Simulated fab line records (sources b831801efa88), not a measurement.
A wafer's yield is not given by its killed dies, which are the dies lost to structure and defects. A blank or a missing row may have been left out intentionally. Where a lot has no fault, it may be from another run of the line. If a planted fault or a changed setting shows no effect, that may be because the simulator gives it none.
Which of the tools did it?    flow sky130    30 wafers from 10 lots sampled at 6 of the route's 708 steps

== WHAT THE GAUGES SHOWED, per wafer ==
SKY_CONTACT_THK_MEAS_01.
lot   measured      on             CONTACT_CVD_00_THK (nm)
L386  day 30 23:44  film_metro-03  74.6 76.0 74.5
L389  day 32 00:46  film_metro-02  74.9 74.6 76.8
L390  day 32 06:49  film_metro-03  74.8 76.5 76.3
L391  day 32 12:05  film_metro-03  76.2 76.8 76.3
L392  day 32 20:04  film_metro-02  75.6 75.7 77.6
L401  day 35 17:34  film_metro-02  75.4 75.2 76.1
L402  day 36 02:02  film_metro-02  75.8 76.1 77.0
L404  day 36 12:27  film_metro-04  74.1 74.5 75.4
L405  day 37 01:57  film_metro-04  75.0 75.4 76.1
L406  day 37 06:50  film_metro-04  73.8 74.4 75.8

SKY_CONTACT_THK_MEAS_03.
lot   measured      on             CONTACT_HDPCVD_THK (nm)
L386  day 30 23:52  film_metro-02  560 571 563
L389  day 32 00:53  film_metro-02  559 562 564
L390  day 32 06:57  film_metro-02  563 565 568
L391  day 32 12:13  film_metro-04  567 570 566
L392  day 32 20:12  film_metro-04  565 563 566
L401  day 35 17:41  film_metro-04  566 569 564
L402  day 36 02:10  film_metro-04  568 566 568
L404  day 36 12:35  film_metro-02  569 575 568
L405  day 37 02:05  film_metro-02  568 576 572
L406  day 37 06:58  film_metro-02  564 568 565

SKY_CONTACT_CD_MEAS_14: the cd target is 170 nm.
lot   measured      on         cd_nm (nm)
L386  day 32 04:35  cd_sem-02  172.1 170.4 171.3
L389  day 33 04:19  cd_sem-02  170.4 169.6 170.7
L390  day 33 10:46  cd_sem-01  170.0 171.6 168.9
L391  day 33 15:28  cd_sem-01  167.6 168.4 168.4
L392  day 33 23:56  cd_sem-02  167.7 167.1 166.3
L401  day 36 19:39  cd_sem-02  170.7 170.8 170.3
L402  day 37 04:43  cd_sem-02  170.2 169.6 170.0
L404  day 37 14:27  cd_sem-01  168.1 170.9 169.3
L405  day 38 04:18  cd_sem-01  170.3 171.7 170.7
L406  day 38 09:04  cd_sem-02  169.1 169.2 170.0

SKY_METAL1_RS_MEAS_05: measures by four-point-probe.
lot   measured      on             METAL1_ALCU_RS (ohm/sq)
L386  day 32 06:16  film_metro-01  0.1262 0.1264 0.1247
L389  day 33 05:59  film_metro-02  0.1278 0.0957 0.0953
L390  day 33 12:28  film_metro-04  0.0955 0.0961 0.1278
L391  day 33 17:10  film_metro-02  0.0965 0.1291 0.1286
L392  day 34 01:37  film_metro-04  0.1291 0.1291 0.1293
L401  day 36 21:19  film_metro-04  0.1257 0.1247 0.1268
L402  day 37 06:26  film_metro-01  0.1281 0.1270 0.1275
L404  day 37 16:08  film_metro-02  0.1280 0.1271 0.1274
L405  day 38 05:58  film_metro-01  0.1287 0.1289 0.1284
L406  day 38 10:47  film_metro-02  0.1276 0.1270 0.1262

SKY_METAL1_THK_MEAS_06: measures by xrf.
lot   measured      on             METAL1_ALCU_THK (nm)
L386  day 32 06:22  film_metro-01  255.2 255.9 258.8
L389  day 33 06:07  film_metro-02  250.0 331.3 329.9
L390  day 33 12:35  film_metro-04  331.1 329.6 249.3
L391  day 33 17:15  film_metro-02  327.5 247.4 249.4
L392  day 34 01:43  film_metro-04  247.2 247.3 247.3
L401  day 36 21:26  film_metro-04  253.4 255.8 252.4
L402  day 37 06:32  film_metro-01  248.9 250.3 250.6
L404  day 37 16:15  film_metro-02  249.5 250.5 248.7
L405  day 38 06:05  film_metro-01  250.3 249.5 249.3
L406  day 38 10:54  film_metro-02  251.0 252.4 251.6

== WHAT TOOL EACH LOT RAN ON (gives the tool, then ch and the chambers of the sampled wafers, and finally the start) ==
lot   SKY_METAL1_SPUTTER_02
L386  pvd_sputter-03, day 32 06:08
L389  pvd_sputter-03, day 33 05:54
L390  pvd_sputter-03, day 33 12:22
L391  pvd_sputter-03, day 33 17:01
L392  pvd_sputter-01, day 34 01:30
L401  pvd_sputter-02, day 36 21:14
L402  pvd_sputter-03, day 37 06:19
L404  pvd_sputter-01, day 37 16:02
L405  pvd_sputter-03, day 38 05:53
L406  pvd_sputter-03, day 38 10:41
- SKY_METAL1_SPUTTER_02: material AlCu, target thk 250 nm, time 13.3 s.

== AS READ BY THE TOOLS THEMSELVES (means over the sampled wafers that have a number; for cases with no such wafer, the mark the record gives instead) ==
SKY_METAL1_SPUTTER_02.
lot   tool            cathode_dc_power_W (W)  throttle_valve_pct (%)
L386  pvd_sputter-03  10601                   31.8
L389  pvd_sputter-03  10599                   30.0
L390  pvd_sputter-03  10600                   31.5
L391  pvd_sputter-03  10601                   31.9
L392  pvd_sputter-01  10599                   29.2
L401  pvd_sputter-02  10600                   30.3
L402  pvd_sputter-03  10600                   31.0
L404  pvd_sputter-01  10601                   30.1
L405  pvd_sputter-03  10602                   31.2
L406  pvd_sputter-03  10601                   30.4

== THE ANSWER, worked out from the rows above alone ==
Rule: usual is defined by the lots themselves. The widest of any qualifying gaps counts: lots, ordered by their means at a reading, are off when they make up no more than a third of the lots, leave a main group of 4 or more, and stand apart from it by 3 or more times the standard deviation of that group's means. Not used: any main group whose means are identical at the precision the tables above print for the reading. Also off: a lot with no number at a reading for which 4 or more lots have one. The other lots that the step has rows for count as sound. Order of review: gauges by route order, followed by the tools' own readings, for which a lot's mean as printed above is used. At the first step where some lot is off, the reading lying furthest off is the one used; lots without a number count as furthest.
Off: L389, L390, L391, seen at SKY_METAL1_RS_MEAS_05 (METAL1_ALCU_RS). For the main group the mean is 0.1273 ohm/sq and the standard deviation 0.0012.
A tool fits if, at a process step before that reading, it ran every lot that is off, and no sound lot after the first of them. The gauges at SKY_METAL1_RS_MEAS_05 are tried like those tools. No candidate that was tried fits.

== WHAT WAS PUT IN BY THE SIMULATOR ==
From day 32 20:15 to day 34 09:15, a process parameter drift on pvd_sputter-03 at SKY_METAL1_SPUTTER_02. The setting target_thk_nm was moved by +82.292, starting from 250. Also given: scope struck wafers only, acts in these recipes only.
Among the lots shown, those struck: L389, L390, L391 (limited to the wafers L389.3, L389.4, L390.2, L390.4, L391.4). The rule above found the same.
